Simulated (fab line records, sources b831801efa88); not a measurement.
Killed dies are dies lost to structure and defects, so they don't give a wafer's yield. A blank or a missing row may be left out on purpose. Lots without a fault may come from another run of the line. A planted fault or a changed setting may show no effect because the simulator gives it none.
fab line records | flow gf180mcu
record lots=12 wafers=36 last_day=34
route steps=602 shown M4@459 V4@476
lots that met no fault: from a run of the same line without faults
start_h: hours from the record's first day to the start of the lot's first wafer shown | wait_h: hours since the lot's step before | " the same as in the row above | L1.1+2: a row that stands for several wafers | - no value, or no start given | * or withheld: withheld | < > ~ a bound
route shown NAME@n: a module of which the file shows steps, and the number in the route of the first | usual: mean/standard deviation of fault-free wafers | same: alike in all rows | chamber/n: place in a boat | sites: the reading at each site | _std_site: their standard deviation | _edge_site: outer sites' mean less inner sites' | radius_mm: how far each site lies from the wafer's centre | mask NAME#n: copy n | behind: the tool/chamber that last shaped the wafer | hold: why the lot was held/for how many hours/how that ended | device: the transistor (n, p or np) that didn't switch | end of line: the same wafers' tests at the end of the route | a step without rows: its recipe alone | killed: dies lost to structure and defects at the first sort, not the wafer's yield | map: a wafer's dies, x killed, . not, _ none there
set.NAME: the setting as run; set.NAME@STEP: as run at that earlier step | model.NAME: the simulator's own value behind a step, which no gauge read
steps of the route over a sample of lots; a table a step, a row a wafer
services: from which hour (start_h, from the record's first day; less than 0 if before it) a tool's chamber was out of use, for how many hours, and why
## steps
# step GF_M4_SPUTTER_03
# recipe material=Ti target_thk_nm=10 substrate_temp_c=300 chamber_pressure_pa=0.3 power_w=3000 time_s=6.7
# usual throttle_valve_pct=30.2/1.1
# columns lot.wafer tool chamber start_h wait_h throttle_valve_pct
L228.4 pvd_sputter-02 - 518.01 0.0 28.6
L228.5 " - " " 28.6
L228.6 " - " " 31.7
L231.1 pvd_sputter-01 - 545.75 0.0 30.2
L231.4 " - " " 30.2
L231.5 " - " " 30.0
L232.2 pvd_sputter-04 - 547.64 0.0 29.5
L232.3 " - " " 29.7
L232.6 " - " " 29.2
L233.2 pvd_sputter-01 - 557.53 0.0 30.1
L233.4 " - " " 32.1
L233.6 " - " " 30.3
L234.3 pvd_sputter-01 - 569.22 0.0 30.3
L234.4 " - " " 29.9
L234.6 " - " " 30.4
L236.2 pvd_sputter-02 - 583.67 0.0 32.1
L236.3 " - " " 31.8
L236.5 " - " " 31.7
L238.2 pvd_sputter-01 - 604.86 0.0 30.3
L238.3 " - " " 30.1
L238.6 " - " " 32.3
L239.1 pvd_sputter-02 - 610.82 0.0 31.8
L239.3 " - " " 28.6
L239.6 " - " " 28.5
L240.2 pvd_sputter-01 - 620.46 0.0 30.1
L240.3 " - " " 30.1
L240.6 " - " " 32.4
L248.1 pvd_sputter-04 - 673.54 0.0 29.2
L248.2 " - " " 29.2
L248.6 " - " " 28.9
L250.3 pvd_sputter-04 - 686.78 0.0 29.4
L250.5 " - " " 29.8
L250.6 " - " " 29.5
L251.1 pvd_sputter-01 - 688.27 0.0 30.2
L251.4 " - " " 30.2
L251.5 " - " " 30.3
# step GF_V4_CVD_00
# recipe material=SiO2 target_thk_nm=600 sigma_open_frac=0.3 temp_c=400 time_s=100 sih4_flow_sccm=60 pressure_mtorr=6
# usual sih4_flow_sccm=60.02/0.19
# columns lot.wafer tool chamber start_h wait_h sih4_flow_sccm
L228.4 hdpcvd-02 0 540.85 0.0 60.01
L228.5 " 1 " " 60.02
L228.6 " 2 " " 60.28
L231.1 hdpcvd-01 1 568.46 0.0 59.85
L231.4 " 2 " " 60.05
L231.5 " 1 " " 59.92
L232.2 hdpcvd-02 2 570.66 0.0 60.03
L232.3 " 0 " " 59.95
L232.6 " 2 " " 59.90
L233.2 hdpcvd-02 0 579.37 0.0 59.99
L233.4 " 1 " " 60.15
L233.6 " 2 " " 60.25
L234.3 hdpcvd-01 1 591.87 0.0 60.00
L234.4 " 1 " " 60.16
L234.6 " 2 " " 59.99
L236.2 hdpcvd-02 2 604.96 0.0 59.84
L236.3 " 1 " " 59.88
L236.5 " 0 " " 60.00
L238.2 hdpcvd-02 2 626.39 0.0 51.36
L238.3 " 0 " " 60.31
L238.6 " 1 " " 60.26
L239.1 hdpcvd-02 0 631.88 0.0 59.90
L239.3 " 1 " " 59.85
L239.6 " 2 " " 51.36
L240.2 hdpcvd-01 0 641.10 0.0 60.12
L240.3 " 2 " " 59.65
L240.6 " 0 " " 59.94
L248.1 hdpcvd-02 1 693.72 0.0 59.87
L248.2 " 2 " " 60.21
L248.6 " 1 " " 60.23
L250.3 hdpcvd-02 0 705.92 0.0 60.40
L250.5 " 1 " " 59.69
L250.6 " 0 " " 60.11
L251.1 hdpcvd-02 2 707.17 0.0 60.13
L251.4 " 1 " " 60.00
L251.5 " 0 " " 60.31
# step GF_V4_THK_MEAS_01
# recipe reads=SiO2_of_V4_CVD_00
# usual V4_CVD_00_THK=604/5.4
# columns lot.wafer tool chamber start_h wait_h hold V4_CVD_00_THK[nm]
L228.4 film_metro-03 - 540.91 0.0 - 596
L228.5 " - " " - 604
L228.6 " - " " - 604
L231.1 film_metro-04 - 568.53 0.0 - 601
L231.4 " - " " - 601
L231.5 " - " " - 613
L232.2 film_metro-02 - 570.74 0.0 - 606
L232.3 " - " " - 601
L232.6 " - " " - 604
L233.2 film_metro-02 - 579.45 0.0 - 601
L233.4 " - " " - 598
L233.6 " - " " - 602
L234.3 film_metro-04 - 591.96 0.1 - 607
L234.4 " - " " - 609
L234.6 " - " " - 606
L236.2 film_metro-03 - 605.04 0.0 - 604
L236.3 " - " " - 611
L236.5 " - " " - 601
L238.2 film_metro-03 - 626.47 0.0 await_dispo/0.2h/release 516
L238.3 " - " " await_dispo/0.2h/release 599
L238.6 " - " " await_dispo/0.2h/release 613
L238.2 film_metro-03 - 626.70 0.2 - 515
L238.3 " - " " - 599
L238.6 " - " " - 614
L239.1 film_metro-03 - 631.96 0.0 await_dispo/0.2h/release 607
L239.3 " - " " await_dispo/0.2h/release 603
L239.6 " - " " await_dispo/0.2h/release 518
L239.1 film_metro-03 - 632.18 0.2 - 608
L239.3 " - " " - 604
L239.6 " - " " - 518
L240.2 film_metro-04 - 641.19 0.0 - 607
L240.3 " - " " - 606
L240.6 " - " " - 609
L248.1 film_metro-02 - 693.80 0.0 - 596
L248.2 " - " " - 607
L248.6 " - " " - 594
L250.3 film_metro-03 - 706.02 0.1 - 603
L250.5 " - " " - 598
L250.6 " - " " - 600
L251.1 film_metro-02 - 707.25 0.0 - 608
L251.4 " - " " - 604
L251.5 " - " " - 606
# step GF_V4_BOW_MEAS_05
# recipe mode=bow
# usual V4_BOW=135/8.2
# columns lot.wafer tool chamber start_h wait_h V4_BOW[um]
L228.4 film_metro-02 - 541.43 0.3 134
L228.5 " - " " 137
L228.6 " - " " 130
L231.1 film_metro-02 - 569.05 0.2 135
L231.4 " - " " 129
L231.5 " - " " 141
L232.2 film_metro-02 - 571.24 0.2 137
L232.3 " - " " 143
L232.6 " - " " 148
L233.2 film_metro-04 - 579.95 0.2 127
L233.4 " - " " 127
L233.6 " - " " 125
L234.3 film_metro-03 - 592.47 0.2 146
L234.4 " - " " 136
L234.6 " - " " 139
L236.2 film_metro-04 - 605.54 0.2 129
L236.3 " - " " 129
L236.5 " - " " 113
L238.2 film_metro-03 - 631.71 0.4 124
L238.3 " - " " 144
L238.6 " - " " 134
L239.1 film_metro-02 - 635.54 0.4 150
L239.3 " - " " 133
L239.6 " - " " 127
L240.2 film_metro-02 - 641.69 0.2 133
L240.3 " - " " 139
L240.6 " - " " 138
L248.1 film_metro-03 - 694.29 0.2 164
L248.2 " - " " 147
L248.6 " - " " 150
L250.3 film_metro-02 - 706.53 0.3 132
L250.5 " - " " 141
L250.6 " - " " 134
L251.1 film_metro-03 - 707.74 0.2 145
L251.4 " - " " 136
L251.5 " - " " 142
# step GF_V4_OVL_MEAS_15
# usual V4_OVL=1/6.2
# columns lot.wafer tool chamber start_h wait_h V4_OVL[nm]
L228.4 overlay-01 - 564.06 0.1 0
L228.5 " - " " -5
L228.6 " - " " 1
L231.1 overlay-02 - 590.57 0.1 -2
L231.4 " - " " -3
L231.5 " - " " -10
L232.2 overlay-01 - 593.30 0.1 14
L232.3 " - " " 15
L232.6 " - " " 11
L233.2 overlay-01 - 601.58 0.1 -3
L233.4 " - " " -10
L233.6 " - " " -1
L234.3 overlay-02 - 613.39 0.1 1
L234.4 " - " " 4
L234.6 " - " " 2
L236.2 overlay-01 - 626.48 0.1 2
L236.3 " - " " -1
L236.5 " - " " 1
L238.2 overlay-02 - 647.52 0.1 13
L238.3 " - " " 9
L238.6 " - " " 11
L239.1 overlay-02 - 653.29 0.1 -1
L239.3 " - " " -3
L239.6 " - " " -2
L240.2 overlay-01 - 660.89 0.1 -13
L240.3 " - " " -9
L240.6 " - " " -8
L248.1 overlay-01 - 712.52 0.1 4
L248.2 " - " " 4
L248.6 " - " " 6
L250.3 overlay-02 - 724.80 0.1 -1
L250.5 " - " " 4
L250.6 " - " " 5
L251.1 overlay-01 - 725.82 0.1 5
L251.4 " - " " -2
L251.5 " - " " 2
## services
# columns tool chamber start_h hours kind
hdpcvd-01 - 508.10 1.1 repair
pvd_sputter-02 - 518.31 2.4 repair
pvd_sputter-01 1 525.94 - consumable_replace:kit
pvd_sputter-01 1 525.94 18.0 scheduled_down
pvd_sputter-01 1 525.94 18.0 vent_cycle
hdpcvd-01 - 539.25 15.0 pm
hdpcvd-01 0 539.25 15.0 vent_cycle
hdpcvd-01 1 539.25 15.0 vent_cycle
hdpcvd-01 2 539.25 15.0 vent_cycle
hdpcvd-01 0 554.25 - clean
hdpcvd-01 1 554.25 - clean
hdpcvd-01 2 554.25 - clean
hdpcvd-02 - 577.86 0.7 repair
pvd_sputter-04 2 581.52 - consumable_replace:kit
pvd_sputter-04 2 581.52 18.0 scheduled_down
pvd_sputter-04 2 581.52 18.0 vent_cycle
pvd_sputter-02 3 607.69 - consumable_replace:kit
pvd_sputter-02 3 607.69 18.0 scheduled_down
pvd_sputter-02 - 643.24 2.2 repair
hdpcvd-02 2 648.18 19.2 repair
pvd_sputter-01 0 649.13 - consumable_replace:kit
pvd_sputter-01 0 649.13 18.0 scheduled_down
pvd_sputter-01 0 649.13 18.0 vent_cycle
pvd_sputter-04 - 657.32 6.4 repair
## key
first_sign step=GF_V4_CVD_00 reading=sih4_flow_sccm direction=down sigmas=46 usual=60.02 struck=51.36
effect step=GF_V4_THK_MEAS_01 reading=visit direction=added
effect step=GF_V4_THK_MEAS_01 reading=V4_CVD_00_THK direction=down sigmas=16 usual=604 struck=517
met_at GF_V4_CVD_00
struck_lots L238,L239
struck_wafers L238.2,L239.6
not_acting_at GF_M4_SPUTTER_03,GF_V4_BOW_MEAS_05,GF_V4_OVL_MEAS_15
onset_between 604.96 626.39
fault kind=process_parameter_drift tool=hdpcvd-02 chamber=2 onset_h=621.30 steps=GF_V4_CVD_00 channel=sih4_flow_sccm offset=-9 shape=step end_h=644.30 acts_in=these_recipes_only stated=60
